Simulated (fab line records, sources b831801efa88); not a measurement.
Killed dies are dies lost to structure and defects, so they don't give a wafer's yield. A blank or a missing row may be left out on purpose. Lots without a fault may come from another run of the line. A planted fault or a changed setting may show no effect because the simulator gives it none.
One fault seen from 2 desks | flow gf180mcu | each desk has only its own numbers; what lay behind them comes last

THE TOOL OWNER'S DESK: litho_track-03
The tool's own readings at GF_HV_LDD_DEVELOP_06 (develop time 60 s): means of the sampled wafers that have a number, for each lot that ran on this tool. A lot is out of limits, marked OUT, if its mean lies more than 4 standard deviations from the usual mean; the brackets give that distance.
Columns: A = resist_line_temp_C at GF_HV_LDD_DEVELOP_06, usual 22.98 C
lot  | first seen here | A
L705 | day 11 18:04    | 23.19
L714 | day 14 15:07    | 22.92
This desk's finding: nothing out of limits on any of the 2 lots.

THE METROLOGY DESK
What the gauges read, lot by lot, whatever tool the lot ran on: means of the sampled wafers that have a number. A lot is out of limits, marked OUT, if its mean lies more than 4 standard deviations from the usual mean; the brackets give that distance.
Columns: A = cd_nm at GF_HV_LDD_CD_MEAS_07, usual 400.5 nm; B = HV_LDD_02_OVL at GF_HV_LDD_OVL_MEAS_32, usual 0.2 nm
lot  | first seen here | A                | B
L699 | day 9 23:56     | 400.6            | -1.0
L700 | day 10 06:59    | 401.6            | -1.1
L701 | day 10 14:24    | 401.7            | 0.0
L703 | day 11 05:05    | 397.6            | 1.0
L704 | day 11 13:17    | 400.5            | 1.7
L705 | day 11 18:13    | 402.4            | 1.2
L706 | day 12 03:41    | 400.8            | 2.7
L707 | day 12 12:54    | 401.0            | 0.5
L708 | day 12 22:44    | 401.8            | 0.2
L714 | day 14 15:15    | 409.9 (+4.5) OUT | 3.0
L719 | day 16 02:34    | 400.9            | 0.1
L720 | day 16 08:35    | 397.0            | -1.4
L722 | day 17 04:20    | 401.1            | -1.2
This desk's finding: out of limits on L714; first on L714, day 14 15:15 (cd_nm at GF_HV_LDD_CD_MEAS_07). In limits: L699, L700, L701, L703, L704, L705, L706, L707, L708, L719, L720, L722.

PUT TOGETHER
The metrology desk could have raised an alarm at day 14 15:15, on L714.
The tool owner's desk saw nothing out of limits.
The tool owner's desk has L714 on record, within its limits.
Of the lots named, all ran GF_HV_LDD_DEVELOP_06 on litho_track-03.

WHAT THE SIMULATOR HAD PUT IN
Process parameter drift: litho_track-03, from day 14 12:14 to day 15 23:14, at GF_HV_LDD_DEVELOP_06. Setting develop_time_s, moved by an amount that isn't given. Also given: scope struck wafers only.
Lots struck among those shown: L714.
Hours from the fault's start to each desk's first reading out of limits: the metrology desk, 3.
